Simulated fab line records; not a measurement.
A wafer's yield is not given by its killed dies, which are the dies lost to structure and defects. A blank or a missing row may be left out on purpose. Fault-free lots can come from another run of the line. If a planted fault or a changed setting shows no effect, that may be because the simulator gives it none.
A struck lot beside a sound one :: flow sky130 :: 16 out of 708 route steps
Sound: the wafers L654.1, L654.3, L654.5. Wafers struck: L661.1, L661.5, L661.6. Last of all comes the cause.
Per side, at each step with rows, come the tool, then ch with its chambers, and then its first start. Under that, the readings that differ: sound wafers :: struck wafers :: difference of the means :: sigmas: that difference in standard deviations of wafers without a fault.
alike: a reading whose means differ by less than 2 such deviations, as well as words and numbers matching on both sides. not compared: withheld readings; readings where some wafer has no value; bounds like >300 that might hide an equal value; numbers whose values overlap and for which the record gives no deviation.
The two part at a step that has a row with sigmas, a row that says differs or no value, or rows on one side only. When numbers do not overlap yet have no deviation, they are printed without sigmas and do not part them. A reading missing from all wafers of one side parts the sides only when that side holds two or more wafers.

SKY_VIA1_CMP_02: polishes SiO2.
  sound on cmp-02 ch 0,1,3, day 36 04:20; struck on cmp-01 ch 1,2,3, day 38 08:10
  alike: head-pressure-psi, motor-current-A, slurry-filter-dp-kPa
SKY_VIA1_BOW_MEAS_03:
  sound: film-metro-01 at day 36 04:38; struck: film-metro-01 at day 38 08:19
  alike: VIA1_BOW
then, 8 steps without rows for these wafers: SKY_VIA1_DEHYDRATE_04 (time 60 s); SKY_VIA1_HMDS_05 (prime time 60 s); SKY_VIA1_COAT_06 (resist thk 60 nm); SKY_VIA1_COAT_07 (resist thk 450 nm); SKY_VIA1_SOFTBAKE_08 (time 90 s); SKY_VIA1_EXPOSE_09 (exposes mask VIM, target cd 150 nm); SKY_VIA1_PEB_10; SKY_VIA1_DEVELOP_11 (develop time 60 s).
SKY_VIA1_CD_MEAS_12 targets a cd of 150 nm.
  sound: cd-sem-01 at day 37 07:08; struck: cd-sem-01 at day 39 09:35
  alike: cd-nm
SKY_VIA1_OVL_MEAS_13:
  sound: overlay-02 at day 37 07:16; struck: overlay-01 at day 39 09:43
reading: VIA1_OVL (nm)
sound: 8 16 13
struck: 0 -2 2
difference: -12
sigmas: -2
SKY_VIA1_ETCH_14: etches BARC in N2/H2, stops on SiO2, time 45.9 s, target depth 60 nm.
  sound on rie-diel-02 ch 0,3, day 37 07:18; struck on rie-diel-03 ch 0,1,2, day 39 09:45
  no value came back on the struck wafers for any of 6 readings (bias-w (W), chamber-pressure-mTorr (mTorr) and others); on the sound wafers bias-w (W) reads 100.2 100.0 100.0
reading: model.KrF-thick_of_VIA1_COAT_07.thk-nm (nm)
sound: 393.8 394.5 393.6
struck: 435.6 434.8 434
difference: +40.8
sigmas: 
  not compared: rf-hours-counter-h
SKY_VIA1_ETCH_15: etches SiO2 in C4F8/O2/Ar, stops on TiN, target depth 351 nm, time 54 s.
  sound on rie-diel-02 ch 0,3, day 37 07:20; struck on rie-diel-03 ch 0,1,2, day 39 09:47
reading: oes-product-au (a.u.)
sound: 0.984 0.969 0.976
struck: 0.368 0.375 0.379
difference: -0.602
sigmas: -91

reading: model.KrF-thick_of_VIA1_COAT_07.thk-nm (nm)
sound: 324.7 327 324.3
struck: 366.7 364.7 365.4
difference: +40.3
sigmas: 
  alike: bias-w, chamber-pressure-mTorr, rf-fwd-power-W
  not compared: rf-hours-counter-h
SKY_VIA1_STRIP_16: strips in O2/N2.
  sound on plasma-asher-03 ch 0,1, day 37 07:23; struck on plasma-asher-03 ch 0,1, day 39 09:50
reading: oes-product-au (a.u.)
sound: 0.418 0.421 0.409
struck: 0.431 0.429 0.435
difference: +0.016
sigmas: +4

reading: strip-time-to-endpoint-s (s)
sound: 4.473 4.499 4.483
struck: 4.909 4.900 4.902
difference: +0.419
sigmas: +21
  alike: drypump-motor-current-A
  not compared: rf-hours-counter-h
then, 1 step without rows for these wafers: SKY_VIA1_STRIP_17 (strips in post etch residue remover, time 1200 s).

== WHERE THEY PART ==
At SKY_VIA1_OVL_MEAS_13 first; at SKY_VIA1_STRIP_16 last (within this record only).

WHY: what had been put in by the simulator
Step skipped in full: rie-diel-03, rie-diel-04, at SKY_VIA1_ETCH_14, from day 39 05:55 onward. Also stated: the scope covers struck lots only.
